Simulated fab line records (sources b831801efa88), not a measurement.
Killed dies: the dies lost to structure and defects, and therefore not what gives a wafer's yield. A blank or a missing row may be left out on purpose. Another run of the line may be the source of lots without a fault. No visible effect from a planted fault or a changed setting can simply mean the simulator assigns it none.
Struck lot and sound lot, side by side -- flow sky130 -- 18 steps out of a route of 708
Sound: the wafers L120.2, L120.3, L120.6. Wafers struck: L134.3, L134.5, L134.6. The cause comes at the end.
Order at every step that has rows: each side's tool, ch and its chambers, its first start. Under that, the readings that differ: sound wafers -- struck wafers -- difference of the means -- sigmas: that difference in standard deviations of wafers without a fault.
alike: readings with means less than 2 such deviations apart, plus words and numbers identical on both sides. not compared: withheld readings, readings lacking a value on some wafer, bounds such as >300 that could conceal the same value, and numbers that have no deviation in the record and whose values overlap.
The two part at a step that has a row with sigmas, a row that says differs or no value, or rows on one side only. When numbers do not overlap yet have no deviation, they are printed without sigmas and do not part them. Lack of a reading on every wafer of one side parts them only where that side has two or more wafers.

first, 3 steps without rows for these wafers: SKY_SONOS_ONO_WET_ETCH_18 (etches Si3N4 in H3PO4, target depth 15 nm, time 172 s); SKY_GATE_OXIDE_CLEAN_00 (cleans in SC1/SC2, time 150 s); SKY_GATE_OXIDE_OXIDATION_01 (stabilise 600 s, purge 300 s, target thk 10.268 nm).
SKY_GATE_OXIDE_THK_MEAS_02:
  struck on film-metro-03, day 18 09:23; sound on film-metro-03, day 13 17:19
  alike: GATE_OXIDE_OXIDATION_00_THK
then, 7 steps without rows for these wafers: SKY_GATE_OXIDE_DEHYDRATE_03 (time 60 s); SKY_GATE_OXIDE_HMDS_04 (prime time 60 s); SKY_GATE_OXIDE_COAT_05 (resist thk 1140 nm); SKY_GATE_OXIDE_SOFTBAKE_06 (time 60 s); SKY_GATE_OXIDE_EXPOSE_07 (exposes mask LVOM, target cd 600 nm); SKY_GATE_OXIDE_PEB_08; SKY_GATE_OXIDE_DEVELOP_09 (develop time 60 s).
SKY_GATE_OXIDE_OVL_MEAS_10:
  struck on overlay-01, day 19 16:28; sound on overlay-02, day 14 19:43
  alike: GATE_OXIDE_OVL
SKY_GATE_OXIDE_IMPLANT_11:
  sound on implanter-03 ch 0, day 14 19:46; struck on implanter-03 ch 0, day 19 16:32
reading,sound,struck,difference,sigmas
dose-ions-cm2,2.5951e+12 2.5992e+12 2.5988e+12,1.7516e+12 1.7511e+12 1.7489e+12,-8.4717e+11,-99 or more
faraday-current-uA,14.33 14.98 14.56,9.94 9.79 9.69,-4.82,-17
  alike: end-station-pressure-torr
then, 1 step without rows for these wafers: SKY_GATE_OXIDE_WET_ETCH_12 (etches SiO2 in dHF, target depth 16.8 nm, time 336 s).
SKY_GATE_OXIDE_STRIP_13: strips in O2/N2.
  sound on plasma-asher-02 ch 0,1, day 14 20:00; struck on plasma-asher-04 ch 0,1, day 19 16:46
  alike: drypump-motor-current-A, oes-product-au, strip-time-to-endpoint-s
  not compared: rf-hours-counter-h
SKY_GATE_OXIDE_TW_MEAS_14:
  struck on film-metro-04, day 19 16:52; sound on film-metro-02, day 14 20:07
reading,sound,struck,difference,sigmas
GATE_OXIDE_TW,224.4 223.8 226.3,196.9 197.1 197.3,-27.7,-18
then, 1 step without rows for these wafers: SKY_GATE_OXIDE_CLEAN_15 (cleans in SC1/SC2, time 150 s).
-- here the record skips 30 days between the struck wafers' starts before and after, leaving off in module GATE_OXIDE and picking up in module PAD_OPEN (first step shown: number 708 of the route) --
SKY_PAD_OPEN_PROBE_99:
  struck on prober-02, day 49 14:11; sound on prober-02, day 46 16:42
reading,sound,struck,difference,sigmas
model.etest.tip-p.rs-ohm-sq,6865 6947 6924,7203 7244 7211,+307,
model.etest.pfet_01v8.r-on-ohm-um,2919 2880 2895,3141 3186 3081,+238,
model.etest.nfet_01v8_lvt.drive-ua-um,581.3 586.4 595.8,624.8 629.9 634.9,+42.0,
model.etest.nfet_01v8.drive-ua-um,514.4 513.5 522.6,543 549.2 552.9,+32,
model.etest.nfet_01v8_turned.drive-ua-um,511.9 518.7 524.5,544.4 554.5 563.7,+35.8,
model.etest.nfet_01v8_swapped.drive-ua-um,513.8 512.3 522.6,543.4 552.9 557.6,+35.1,
model.etest.sram-nfet-pass.drive-ua-um,490 511.7 505.9,539.9 533.3 568.5,+44.7,
model.etest.nfet_01v8.r-on-ohm-um,826.2 810.1 811.5,788.4 789 777.8,-30.9,
  alike: killed_at_M0_to_M3, killed_at_M4_up, killed-at-contacts, killed-at-front-end, killed-at-other, killed-dies, killed-on-rim, killed-open, killed-short

== WHERE THEY PART ==
Earliest at SKY_GATE_OXIDE_IMPLANT_11; latest, in this record, at SKY_GATE_OXIDE_TW_MEAS_14. Later steps at which nothing parts them and some readings are alike: SKY_PAD_OPEN_PROBE_99.

WHY: what the simulator had put in
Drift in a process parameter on implanter-03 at SKY_GATE_OXIDE_IMPLANT_11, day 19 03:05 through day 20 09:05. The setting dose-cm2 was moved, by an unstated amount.
